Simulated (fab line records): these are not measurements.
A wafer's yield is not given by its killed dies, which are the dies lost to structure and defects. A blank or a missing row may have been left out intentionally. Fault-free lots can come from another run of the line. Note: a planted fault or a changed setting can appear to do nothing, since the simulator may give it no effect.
Comparing a struck lot with a sound one    flow sfqLine    14 steps out of a route of 325
Sound: the wafers L294.1, L294.2, L294.5. Struck: wafers L308.3, L308.4, L308.5. The cause comes at the end.
Order at every step that has rows: each side's tool, ch and its chambers, its first start. Under that, the readings that differ: sound wafers    struck wafers    difference of the means    sigmas: that difference in standard deviations of wafers without a fault.
alike: same words and numbers on both sides, and readings whose means sit less than 2 such deviations apart. not compared: any withheld reading, any reading some wafer has no value for, any bound like >300 that may hide the same value, and any number with overlapping values for which the record gives no deviation.
The two part at a step that has a row with sigmas, a row that says differs or no value, or rows on one side only. Non-overlapping numbers with no deviation appear without sigmas and do not part them. A reading that every wafer of one side lacks parts them only if that side has two wafers or more.

SFQ_M0_OVL_MEAS_906:
  sound on overlay-01 at day 7 23:44; struck on overlay-01 at day 11 07:22
  alike: M0_OVL
SFQ_TRILAYER_M0_BARC_OPEN_METAL_ETCH_031: etches BARC in O2, target depth 125 nm, time 41.7 s.
  sound on rieMetal-01 ch 0,1, day 7 23:47; struck on rieMetal-03 ch 0,1, day 11 07:24
  alike: drypumpMotorCurrentA, oesProductAu
  not compared: rfHoursCounterH
SFQ_TRILAYER_M0_ETCH_METAL_ETCH_024: etches Nb in Cl2/Ar, stops on SiO2, target depth 240 nm, time 120 s.
  sound on rieMetal-01 ch 0,1, day 7 23:50; struck on rieMetal-03 ch 0,1, day 11 07:29
  alike: drypumpMotorCurrentA, oesProductAu
  not compared: rfHoursCounterH
SFQ_TRILAYER_M0_STRIP_STRIP_025: strips in O2.
  sound on rieMetal-01 ch 0,1, day 7 23:58; struck on rieMetal-03 ch 0,1, day 11 07:46
  alike: drypumpMotorCurrentA, oesProductAu
  not compared: rfHoursCounterH
then, 1 step without rows for these wafers: SFQ_TRILAYER_M0_STRIP_SOLV_CLEAN_026 (cleans in NMP, time 600 s).
SFQ_TRILAYER_I0_DEP_PECVD_027: deposits SiO2 from SiH4/N2O, time 111.11 s, target thk 500 nm.
  sound on pecvd-02 ch 0,1, day 8 00:55; struck on pecvd-01 ch 1,2, day 11 08:20
  alike: heaterPowerW, throttleValvePct
SFQ_TRILAYER_I0_CMP_CMP_028: polishes SiO2.
  sound on cmp-02 ch 1,3, day 8 10:39; struck on cmp-02 ch 0,1,2, day 11 18:09
  alike: motorCurrentA, timeToEndpointS
SFQ_I0_BOW_MEAS_907:
  sound on filmMetro-03 at day 8 13:09; struck on filmMetro-04 at day 11 20:11
  alike: I0_BOW
then, 4 steps without rows for these wafers: SFQ_TRILAYER_I0_METRO_MEASURE_029; SFQ_TRILAYER_I0_VIA_LITHO_COAT_036 (resist thk 62 nm); SFQ_TRILAYER_I0_VIA_LITHO_COAT_031 (resist thk 650 nm); SFQ_TRILAYER_I0_VIA_LITHO_SOFTBAKE_035.
SFQ_TRILAYER_I0_VIA_LITHO_EXPOSE_032: exposes mask I0, target cd 500 nm.
  sound on krfScanner-01 ch 0, day 10 01:24; struck on krfScanner-01, day 13 13:25
  no value came back on the struck wafers for exposureDoseMJCm2, focusOffsetNm (nm), sigmaOuter; on the sound wafers exposureDoseMJCm2 reads 21.277 21.311 21.284
  alike: mask
then, 1 step without rows for these wafers: SFQ_TRILAYER_I0_VIA_LITHO_PEB_034 (peb time 60 s).

## WHERE THEY PART
Only at SFQ_TRILAYER_I0_VIA_LITHO_EXPOSE_032, within this record.

WHY: whatever the simulator had introduced
Skipped step whole: krfScanner-01, from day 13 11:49 on, at SFQ_TRILAYER_I0_VIA_LITHO_EXPOSE_032. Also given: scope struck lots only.
